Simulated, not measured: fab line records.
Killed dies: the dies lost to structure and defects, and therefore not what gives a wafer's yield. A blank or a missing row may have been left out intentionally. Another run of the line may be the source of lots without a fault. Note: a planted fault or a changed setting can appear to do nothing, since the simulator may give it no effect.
fab line records | flow sky130
[record] lots = 5 | wafers = 15 | last_day = 50
route steps=708 shown NWELL@66 PWDE@84 VT_ADJUST_HVTP@85 VT_ADJUST_LVTN@97
lots that met no fault: taken from a fault-free run of the same line
start_h: start of the lot's first displayed wafer, in hours after the record's first day | wait_h: hours from the lot's prior step to this one | " repeats the value in the row above | L1.1+2: one row covering several wafers at once | - no value, or no start was given | * or withheld: withheld | < > ~ a bound
route shown NAME@n: names a module that has steps shown in the file, with the first one's number in the route | usual: average and standard deviation across the fault-free wafers | same: alike in all rows | chamber/n: place in a boat | sites: per-site readings | _std_site: standard deviation of those values | _edge_site: outer sites' mean less inner sites' | radius_mm: for every site, how far away it sits from the centre of the wafer | mask NAME#n: copy n | behind: the last tool/chamber to shape the wafer | hold: why the lot went on hold/how many hours it stayed there/how the hold came to an end | device: names the non-switching transistor (n, p or np) | end of line: tests of these same wafers at the route's end | for a step that has no rows: nothing shown but its recipe | killed: not the wafer's yield, but the dies lost to structure and defects at the first sort | map: a wafer's dies, marking killed ones x, the rest . and places with no die _
set.NAME: the setting that was run; set.NAME@STEP: the one run at that earlier step | model.NAME: the simulator's own value behind a step, which no gauge read
lots at selected steps of the route; one table per step, one row per wafer
services: the hour from which a tool's chamber was out of use, counted from the record's first day as start_h (under 0 if before that day), plus the number of hours and why
[[steps]]
[step SKY_NWELL_IMPLANT_13]
[recipe] species = P | energy_kev = 50 | dose_cm2 = 7e+11 | tilt_deg = withheld
[step SKY_NWELL_STRIP_14]
[recipe] chemistry = O2/N2 | power_w = 1400 | pressure_mtorr = 1500 | platen_temp_c = withheld | o2_flow_sccm = 3000 | n2_flow_sccm = 300 | overash_fraction = 0.5
[usual] chamber_pressure_mTorr = 1500.0/1.4 | drypump_motor_current_A = 5.6/0.5 | n2_flow_sccm = 300.0/0.92 | oes_product_au = 0.722/0.0044 | strip_time_to_endpoint_s = 36.89/0.096
lot.wafer | tool            | chamber | start_h | wait_h | chamber_pressure_mTorr | drypump_motor_current_A | n2_flow_sccm | oes_product_au | rf_hours_counter_h | strip_time_to_endpoint_s
L461.2    | plasma_asher-03 | 0       | 87.29   | 0.1    | 1498.6                 | 5.5                     | 300.9        | 0.720          | 27                 | 36.92
L461.3    | "               | 0       | "       | "      | 1499.5                 | 5.5                     | 301.3        | 0.721          | -                  | 36.95
L461.6    | "               | 0       | "       | "      | 1496.6                 | 5.5                     | 300.1        | 0.721          | -                  | 37.02
L475.2    | plasma_asher-03 | 0       | 166.89  | 0.1    | 1501.3                 | 5.5                     | 298.8        | 0.722          | 36                 | 36.80
L475.4    | "               | 1       | "       | "      | 1503.0                 | 5.3                     | 300.0        | 0.719          | -                  | 36.86
L475.5    | "               | 1       | "       | "      | 1500.5                 | 5.3                     | 300.4        | 0.730          | -                  | 36.79
L480.1    | plasma_asher-04 | 0       | 194.49  | 0.1    | 1500.6                 | 5.9                     | 301.1        | 0.715          | 8                  | 36.79
L480.4    | "               | 1       | "       | "      | 1500.5                 | 4.7                     | 300.7        | 0.719          | -                  | 36.88
L480.5    | "               | 1       | "       | "      | 1500.2                 | 4.7                     | 300.3        | 0.718          | -                  | 36.95
L482.1    | plasma_asher-02 | 1       | 214.19  | 0.1    | 1498.6                 | 5.6                     | 299.9        | 0.719          | 49                 | 36.88
L482.4    | "               | 0       | "       | "      | 1501.1                 | 6.3                     | 298.8        | 0.722          | -                  | 36.93
L482.5    | "               | 0       | "       | "      | 1502.0                 | 6.3                     | 298.4        | 0.724          | -                  | 36.84
L483.2    | plasma_asher-03 | 1       | 219.47  | 0.1    | 1501.3                 | 5.3                     | 300.0        | 0.724          | 41                 | 36.73
L483.4    | "               | 0       | "       | "      | 1499.2                 | 5.5                     | 300.2        | 0.719          | -                  | 36.84
L483.5    | "               | 1       | "       | "      | 1498.6                 | 5.3                     | 300.1        | 0.716          | -                  | 36.88
[step SKY_NWELL_TW_MEAS_15]
[usual] NWELL_TW = 1814/7.2
lot.wafer | tool          | chamber | start_h | wait_h | NWELL_TW
L461.2    | film_metro-04 | -       | 87.40   | 0.1    | 1819
L461.3    | "             | -       | "       | "      | 1810
L461.6    | "             | -       | "       | "      | 1818
L475.2    | film_metro-04 | -       | 167.00  | 0.1    | 1814
L475.4    | "             | -       | "       | "      | 1807
L475.5    | "             | -       | "       | "      | 1799
L480.1    | film_metro-04 | -       | 194.59  | 0.1    | 1811
L480.4    | "             | -       | "       | "      | 1817
L480.5    | "             | -       | "       | "      | 1807
L482.1    | film_metro-04 | -       | 214.29  | 0.1    | 1808
L482.4    | "             | -       | "       | "      | 1809
L482.5    | "             | -       | "       | "      | 1817
L483.2    | film_metro-02 | -       | 219.58  | 0.1    | 1812
L483.4    | "             | -       | "       | "      | 1811
L483.5    | "             | -       | "       | "      | 1812
[step SKY_NWELL_DEHYDRATE_16]
[recipe] temp_c = 200 | time_s = 60
[step SKY_NWELL_HMDS_17]
[recipe] prime_time_s = 60 | prime_temp_c = 120
[step SKY_NWELL_COAT_18]
[recipe] spin_rpm = 2000 | resist_thk_nm = 3000
[step SKY_NWELL_SOFTBAKE_19]
[recipe] temp_c = 110 | time_s = withheld
[step SKY_NWELL_EXPOSE_20]
[recipe] mask_id = NWM_COMPLEMENT | na = 0.6 | source_shape = conventional | sigma_outer = 0.6 | polarization = unpolarized | target_cd_nm = 840 | dose_mj = 260
[step SKY_NWELL_PEB_21]
[recipe] temp_c = 115 | time_s = withheld
[step SKY_NWELL_DEVELOP_22]
[recipe] wall_angle_deg = 90 | developer = TMAH | develop_time_s = 60 | dev_temp_c = 23
[step SKY_NWELL_OVL_MEAS_23]
[usual] NWELL_01_OVL = -0.1/1.6
lot.wafer | tool       | chamber | start_h | wait_h | NWELL_01_OVL[nm]
L461.2    | overlay-02 | -       | 104.66  | -      | 1.5
L461.3    | "          | -       | "       | "      | -0.9
L461.6    | "          | -       | "       | "      | 2.3
L475.2    | overlay-01 | -       | 187.28  | -      | 0.2
L475.4    | "          | -       | "       | "      | -0.8
L475.5    | "          | -       | "       | "      | 1.9
L480.1    | overlay-01 | -       | 216.58  | -      | -1.5
L480.4    | "          | -       | "       | "      | -0.6
L480.5    | "          | -       | "       | "      | -1.1
L482.1    | overlay-02 | -       | 237.21  | -      | 0.9
L482.4    | "          | -       | "       | "      | 0.1
L482.5    | "          | -       | "       | "      | 1.8
L483.2    | overlay-01 | -       | 242.03  | -      | -3.0
L483.4    | "          | -       | "       | "      | -0.2
L483.5    | "          | -       | "       | "      | -1.6
[step SKY_NWELL_IMPLANT_24]
[recipe] species = B | energy_kev = 140 | dose_cm2 = 9.2e+12 | tilt_deg = withheld
[step SKY_NWELL_STRIP_25]
[recipe] chemistry = O2/N2 | power_w = 1400 | pressure_mtorr = 1500 | platen_temp_c = withheld | o2_flow_sccm = 3000 | n2_flow_sccm = 300 | overash_fraction = 0.5
[usual] chamber_pressure_mTorr = 1499.9/1.4 | drypump_motor_current_A = 5.5/0.44 | n2_flow_sccm = 300.0/0.92 | oes_product_au = 0.722/0.0047 | strip_time_to_endpoint_s = 36.92/0.12
lot.wafer | tool            | chamber | start_h | wait_h | chamber_pressure_mTorr | drypump_motor_current_A | n2_flow_sccm | oes_product_au | rf_hours_counter_h | strip_time_to_endpoint_s | model.coat_of_NWELL_COAT_18.thk_nm
L461.2    | plasma_asher-02 | 1       | 104.84  | 0.1    | 1499.8                 | 5.5                     | 300.2        | 0.727          | 38                 | 36.78                    | 0
L461.3    | "               | 1       | "       | "      | 1499.2                 | 5.5                     | 299.9        | 0.724          | -                  | 36.89                    | 0
L461.6    | "               | 0       | "       | "      | 1500.5                 | 6.3                     | 299.5        | 0.720          | -                  | 36.83                    | 0
L475.2    | plasma_asher-04 | 1       | 187.46  | 0.1    | 1502.6                 | 4.7                     | 300.0        | 0.962          | 7                  | -                        | 719.6
L475.4    | "               | 0       | "       | "      | 1498.6                 | 5.9                     | 300.2        | 0.965          | -                  | -                        | 719.5
L475.5    | "               | 0       | "       | "      | 1500.9                 | 5.9                     | 300.5        | 0.963          | -                  | -                        | 720.4
L480.1    | plasma_asher-03 | 1       | 216.77  | 0.1    | 1501.3                 | 5.3                     | 300.3        | 0.718          | 40                 | 36.90                    | 0
L480.4    | "               | 0       | "       | "      | 1500.6                 | 5.6                     | 300.1        | 0.732          | -                  | 36.69                    | 0
L480.5    | "               | 1       | "       | "      | 1498.8                 | 5.3                     | 300.5        | 0.722          | -                  | 36.86                    | 0
L482.1    | plasma_asher-04 | 0       | 237.39  | 0.1    | 1499.3                 | 5.9                     | 300.4        | 0.714          | 12                 | 36.77                    | 0
L482.4    | "               | 1       | "       | "      | 1498.6                 | 4.7                     | 300.0        | 0.721          | -                  | 36.66                    | 0
L482.5    | "               | 1       | "       | "      | 1499.9                 | 4.7                     | 300.6        | 0.724          | -                  | 36.83                    | 0
L483.2    | plasma_asher-04 | 1       | 242.21  | 0.1    | 1501.0                 | 4.7                     | 299.6        | 0.734          | 13                 | 36.80                    | 0
L483.4    | "               | 1       | "       | "      | 1503.1                 | 4.7                     | 299.8        | 0.724          | -                  | 36.97                    | 0
L483.5    | "               | 0       | "       | "      | 1502.7                 | 6.0                     | 299.5        | 0.728          | -                  | 36.90                    | 0
[step SKY_NWELL_TW_MEAS_26]
[usual] NWELL_2_TW = 495.8/2.4
lot.wafer | tool          | chamber | start_h | wait_h | NWELL_2_TW
L461.2    | film_metro-02 | -       | 104.95  | 0.1    | 496.8
L461.3    | "             | -       | "       | "      | 493.6
L461.6    | "             | -       | "       | "      | 493.1
L475.2    | film_metro-03 | -       | 187.57  | 0.1    | 499.2
L475.4    | "             | -       | "       | "      | 500.8
L475.5    | "             | -       | "       | "      | 499.4
L480.1    | film_metro-03 | -       | 216.87  | 0.1    | 497.4
L480.4    | "             | -       | "       | "      | 500.0
L480.5    | "             | -       | "       | "      | 499.2
L482.1    | film_metro-03 | -       | 237.49  | 0.1    | 498.0
L482.4    | "             | -       | "       | "      | 495.0
L482.5    | "             | -       | "       | "      | 495.5
L483.2    | film_metro-02 | -       | 242.32  | 0.1    | 495.0
L483.4    | "             | -       | "       | "      | 494.6
L483.5    | "             | -       | "       | "      | 493.1
[step SKY_NWELL_CLEAN_27]
[recipe] chemistry = SC1/SC2 | mix = 1:4:20 | temp_c = 70 | time_s = 150 | dry = n2_spin
[step SKY_NWELL_RTA_28]
[recipe] temp_c = 1050 | time_s = 30 | idle_temp_c = 650 | ramp_up_c_per_s = 150 | ramp_down_c_per_s = 90 | ambient = N2
[usual] chamber_o2_ppm = 2.000/0.022 | lamp_power_pct = 25.30/0.053 | ramp_down_c_per_s = 90.000/0.016 | wafer_temp_C_max = 1054.9/0.94
[same] time_s = 30
lot.wafer | tool          | chamber | start_h | wait_h | chamber_o2_ppm | lamp_power_pct | ramp_down_c_per_s | wafer_temp_C_max
L461.2    | rtp_anneal-01 | 0       | 105.08  | 0.0    | 2.023          | 25.45          | 89.974            | 1056.4
L461.3    | "             | 0       | "       | "      | 1.989          | 25.27          | 90.012            | 1055.5
L461.6    | "             | 0       | "       | "      | 2.007          | 25.26          | 89.980            | 1054.2
L475.2    | rtp_anneal-02 | 0       | 187.69  | 0.0    | 2.000          | 25.29          | 89.982            | 1053.5
L475.4    | "             | 0       | "       | "      | 1.973          | 25.26          | 89.975            | 1055.4
L475.5    | "             | 0       | "       | "      | 1.980          | 25.36          | 90.016            | 1054.5
L480.1    | rtp_anneal-01 | 0       | 216.98  | 0.0    | 2.007          | 25.34          | 90.008            | 1057.7
L480.4    | "             | 0       | "       | "      | 2.016          | 25.42          | 90.012            | 1054.9
L480.5    | "             | 0       | "       | "      | 2.013          | 25.21          | 90.002            | 1054.9
L482.1    | rtp_anneal-02 | 0       | 237.65  | 0.0    | 1.983          | 25.29          | 89.984            | 1056.3
L482.4    | "             | 0       | "       | "      | 1.971          | 25.27          | 90.020            | 1053.4
L482.5    | "             | 0       | "       | "      | 2.012          | 25.27          | 89.969            | 1054.4
L483.2    | rtp_anneal-01 | 0       | 242.48  | 0.0    | 2.010          | 25.32          | 90.016            | 1055.3
L483.4    | "             | 0       | "       | "      | 2.008          | 25.39          | 89.971            | 1055.9
L483.5    | "             | 0       | "       | "      | 2.013          | 25.27          | 90.007            | 1055.7
[step SKY_NWELL_RS_MEAS_29]
[recipe] thk_meas_gauge = four-point-probe
[usual] NWELL_RS = 625.2/1.6
lot.wafer | tool          | chamber | start_h | wait_h | NWELL_RS[ohm/sq]
L461.2    | film_metro-04 | -       | 105.18  | 0.1    | 623.9
L461.3    | "             | -       | "       | "      | 624.4
L461.6    | "             | -       | "       | "      | 623.1
L475.2    | film_metro-04 | -       | 187.80  | 0.1    | 624.5
L475.4    | "             | -       | "       | "      | 624.9
L475.5    | "             | -       | "       | "      | 626.4
L480.1    | film_metro-03 | -       | 217.08  | 0.1    | 626.7
L480.4    | "             | -       | "       | "      | 626.6
L480.5    | "             | -       | "       | "      | 626.2
L482.1    | film_metro-02 | -       | 237.85  | 0.2    | 624.0
L482.4    | "             | -       | "       | "      | 624.2
L482.5    | "             | -       | "       | "      | 623.7
L483.2    | film_metro-04 | -       | 242.59  | 0.1    | 622.4
L483.4    | "             | -       | "       | "      | 624.0
L483.5    | "             | -       | "       | "      | 623.1
[step SKY_NWELL_RS_MEAS_31]
[recipe] thk_meas_gauge = four-point-probe
[usual] PWDE_RS = 5282/17
lot.wafer | tool          | chamber | start_h | wait_h | PWDE_RS[ohm/sq]
L461.2    | film_metro-04 | -       | 105.42  | 0.1    | 5312
L461.3    | "             | -       | "       | "      | 5295
L461.6    | "             | -       | "       | "      | 5304
L475.2    | film_metro-04 | -       | 188.04  | 0.1    | 5268
L475.4    | "             | -       | "       | "      | 5279
L475.5    | "             | -       | "       | "      | 5264
L480.1    | film_metro-03 | -       | 217.32  | 0.1    | 5282
L480.4    | "             | -       | "       | "      | 5280
L480.5    | "             | -       | "       | "      | 5289
L482.1    | film_metro-02 | -       | 238.09  | 0.1    | 5284
L482.4    | "             | -       | "       | "      | 5291
L482.5    | "             | -       | "       | "      | 5292
L483.2    | film_metro-04 | -       | 242.83  | 0.1    | 5287
L483.4    | "             | -       | "       | "      | 5301
L483.5    | "             | -       | "       | "      | 5294
[step SKY_VT_ADJUST_HVTP_DEHYDRATE_00]
[recipe] temp_c = 200 | time_s = 60
[step SKY_VT_ADJUST_HVTP_HMDS_01]
[recipe] prime_time_s = 60 | prime_temp_c = 120
[step SKY_VT_ADJUST_HVTP_COAT_02]
[recipe] resist = NOVOLAK | spin_rpm = 3000 | resist_thk_nm = 1140
[step SKY_VT_ADJUST_HVTP_SOFTBAKE_03]
[recipe] temp_c = 90 | time_s = 60 | resist = NOVOLAK
[step SKY_VT_ADJUST_HVTP_EXPOSE_04]
[recipe] mask_id = HVTPM | na = 0.6 | source_shape = conventional | sigma_outer = 0.6 | polarization = unpolarized | target_cd_nm = 380 | dose_mj = 140
[step SKY_VT_ADJUST_HVTP_PEB_05]
[recipe] temp_c = withheld | time_s = * | resist = NOVOLAK
[step SKY_VT_ADJUST_HVTP_DEVELOP_06]
[recipe] resist = NOVOLAK | developer = TMAH | develop_time_s = 60 | dev_temp_c = 23
[step SKY_VT_ADJUST_HVTP_CD_MEAS_07]
[recipe] target_cd_nm = 380
[usual] cd_nm = 380.2/2.4
lot.wafer | tool      | chamber | start_h | wait_h | cd_nm
L461.2    | cd_sem-02 | -       | 124.30  | 0.1    | 381.9
L461.3    | "         | -       | "       | "      | 381.0
L461.6    | "         | -       | "       | "      | 381.9
L475.2    | cd_sem-01 | -       | 209.44  | 0.1    | 380.9
L475.4    | "         | -       | "       | "      | 378.7
L475.5    | "         | -       | "       | "      | 377.6
L480.1    | cd_sem-02 | -       | 239.27  | 0.1    | 376.6
L480.4    | "         | -       | "       | "      | 378.4
L480.5    | "         | -       | "       | "      | 376.8
L482.1    | cd_sem-01 | -       | 261.42  | 0.1    | 383.1
L482.4    | "         | -       | "       | "      | 381.4
L482.5    | "         | -       | "       | "      | 380.8
L483.2    | cd_sem-01 | -       | 266.38  | 0.1    | 379.4
L483.4    | "         | -       | "       | "      | 376.8
L483.5    | "         | -       | "       | "      | 379.2
[step SKY_VT_ADJUST_HVTP_OVL_MEAS_08]
[usual] VT_ADJUST_HVTP_OVL = -0.8/1.5
lot.wafer | tool       | chamber | start_h | wait_h | VT_ADJUST_HVTP_OVL[nm]
L461.2    | overlay-02 | -       | 124.40  | 0.1    | -1.4
L461.3    | "          | -       | "       | "      | -0.7
L461.6    | "          | -       | "       | "      | -0.5
L475.2    | overlay-01 | -       | 209.55  | 0.1    | 1.8
L475.4    | "          | -       | "       | "      | 0.2
L475.5    | "          | -       | "       | "      | 0.8
L480.1    | overlay-01 | -       | 239.39  | 0.1    | -0.8
L480.4    | "          | -       | "       | "      | -1.2
L480.5    | "          | -       | "       | "      | -0.9
L482.1    | overlay-01 | -       | 261.54  | 0.1    | -4.1
L482.4    | "          | -       | "       | "      | -2.8
L482.5    | "          | -       | "       | "      | -2.3
L483.2    | overlay-02 | -       | 266.48  | 0.1    | -1.0
L483.4    | "          | -       | "       | "      | -1.6
L483.5    | "          | -       | "       | "      | -2.2
[step SKY_VT_ADJUST_HVTP_IMPLANT_09]
[recipe] species = As | energy_kev = 150 | dose_cm2 = 4.3e+12 | tilt_deg = withheld
[step SKY_VT_ADJUST_HVTP_STRIP_10]
[recipe] chemistry = O2/N2 | power_w = 1400 | pressure_mtorr = 1500 | platen_temp_c = withheld | o2_flow_sccm = 3000 | n2_flow_sccm = 300 | overash_fraction = 0.5
[usual] chamber_pressure_mTorr = 1499.9/1.3 | drypump_motor_current_A = 5.6/0.45 | n2_flow_sccm = 300.0/0.88 | oes_product_au = 0.716/0.0044 | strip_time_to_endpoint_s = 14.16/0.042
lot.wafer | tool            | chamber | start_h | wait_h | chamber_pressure_mTorr | drypump_motor_current_A | n2_flow_sccm | oes_product_au | rf_hours_counter_h | strip_time_to_endpoint_s
L461.2    | plasma_asher-03 | 0       | 124.58  | 0.1    | 1499.4                 | 5.6                     | 299.6        | 0.715          | 32                 | 14.20
L461.3    | "               | 1       | "       | "      | 1500.8                 | 5.3                     | 299.3        | 0.719          | -                  | 14.19
L461.6    | "               | 0       | "       | "      | 1499.2                 | 5.5                     | 299.8        | 0.711          | -                  | 14.19
L475.2    | plasma_asher-01 | 1       | 209.73  | 0.1    | 1499.0                 | 5.1                     | 299.9        | 0.721          | 53                 | 24.94
L475.4    | "               | 1       | "       | "      | 1500.6                 | 5.1                     | 299.8        | 0.720          | -                  | 24.99
L475.5    | "               | 1       | "       | "      | 1499.8                 | 5.1                     | 299.6        | 0.716          | -                  | 25.03
L480.1    | plasma_asher-03 | 0       | 239.58  | 0.1    | 1497.8                 | 5.5                     | 299.5        | 0.714          | 43                 | 14.17
L480.4    | "               | 1       | "       | "      | 1501.3                 | 5.3                     | 301.1        | 0.714          | -                  | 14.12
L480.5    | "               | 0       | "       | "      | 1498.7                 | 5.5                     | 300.3        | 0.716          | -                  | 14.18
L482.1    | plasma_asher-02 | 1       | 261.73  | 0.1    | 1498.4                 | 5.6                     | 299.5        | 0.719          | 54                 | 14.17
L482.4    | "               | 0       | "       | "      | 1501.0                 | 6.4                     | 300.3        | 0.717          | -                  | 14.12
L482.5    | "               | 1       | "       | "      | 1501.6                 | 5.6                     | 300.2        | 0.720          | -                  | 14.14
L483.2    | plasma_asher-01 | 1       | 266.66  | 0.1    | 1502.6                 | 5.1                     | 299.8        | 0.711          | 58                 | 14.19
L483.4    | "               | 0       | "       | "      | 1497.3                 | 4.9                     | 301.0        | 0.727          | -                  | 14.16
L483.5    | "               | 1       | "       | "      | 1499.9                 | 5.1                     | 299.7        | 0.714          | -                  | 14.16
[step SKY_VT_ADJUST_HVTP_TW_MEAS_11]
[usual] VT_ADJUST_HVTP_TW = 1351/7
lot.wafer | tool          | chamber | start_h | wait_h | VT_ADJUST_HVTP_TW
L461.2    | film_metro-03 | -       | 124.69  | 0.1    | 1358
L461.3    | "             | -       | "       | "      | 1358
L461.6    | "             | -       | "       | "      | 1355
L475.2    | film_metro-03 | -       | 209.84  | 0.1    | 30
L475.4    | "             | -       | "       | "      | 30
L475.5    | "             | -       | "       | "      | 30
L480.1    | film_metro-04 | -       | 239.68  | 0.1    | 1348
L480.4    | "             | -       | "       | "      | 1351
L480.5    | "             | -       | "       | "      | 1349
L482.1    | film_metro-04 | -       | 261.83  | 0.1    | 1353
L482.4    | "             | -       | "       | "      | 1353
L482.5    | "             | -       | "       | "      | 1359
L483.2    | film_metro-01 | -       | 266.77  | 0.1    | 1351
L483.4    | "             | -       | "       | "      | 1348
L483.5    | "             | -       | "       | "      | 1353
[step SKY_VT_ADJUST_LVTN_DEHYDRATE_00]
[recipe] temp_c = 200 | time_s = 60
[[services]]
tool            | chamber | start_h | hours | kind
plasma_asher-02 | -       | 71.87   | 6.2   | repair
plasma_asher-01 | -       | 74.16   | 14.6  | pm
plasma_asher-02 | -       | 77.54   | 21.4  | repair
plasma_asher-04 | -       | 108.75  | 9.0   | pm
plasma_asher-04 | 0       | 108.75  | 9.0   | vent_cycle
plasma_asher-04 | 1       | 108.75  | 9.0   | vent_cycle
plasma_asher-04 | 0       | 117.75  | -     | clean
plasma_asher-04 | 1       | 117.75  | -     | clean
plasma_asher-01 | -       | 166.14  | 3.9   | repair
plasma_asher-02 | -       | 193.87  | 1.8   | repair
plasma_asher-01 | -       | 253.97  | 2.3   | repair
[[key]]
[first_sign] step = SKY_NWELL_STRIP_25 | reading = oes_product_au | direction = up | sigmas = 51 | usual = 0.722 | struck = 0.963
[effect] step = SKY_VT_ADJUST_HVTP_STRIP_10 | reading = strip_time_to_endpoint_s | direction = up | sigmas = 99+ | usual = * | struck = *
[effect] step = SKY_VT_ADJUST_HVTP_TW_MEAS_11 | reading = VT_ADJUST_HVTP_TW | direction = down | sigmas = 99+ | usual = 1351 | struck = 30
[model_effect] step = SKY_NWELL_STRIP_25 | value = coat_of_NWELL_COAT_18.thk_nm | without = 0 | struck = 719.8
met_at SKY_NWELL_STRIP_25
struck_wafers L475.2,L475.4,L475.5
sort_left_out L475.2,L475.4,L475.5
tester_left_out L475
[fault] kind = strip_aborted | tool = plasma_asher-04 | chamber = - | onset_h = 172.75 | steps = SKY_NWELL_STRIP_25 | offset = 0.52621 | end_h = 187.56
// tester_left_out: of these lots the tester's yield and bins aren't shown, on N5 and GAA mostly nor the transistor test; their killed dies are dies lost to structure and defects alone, not to doping, threshold or leakage, so they don't give the yield
// sort_left_out: the simulated sort isn't trusted on such a fault, so these wafers' sort isn't shown, and their yield isn't known
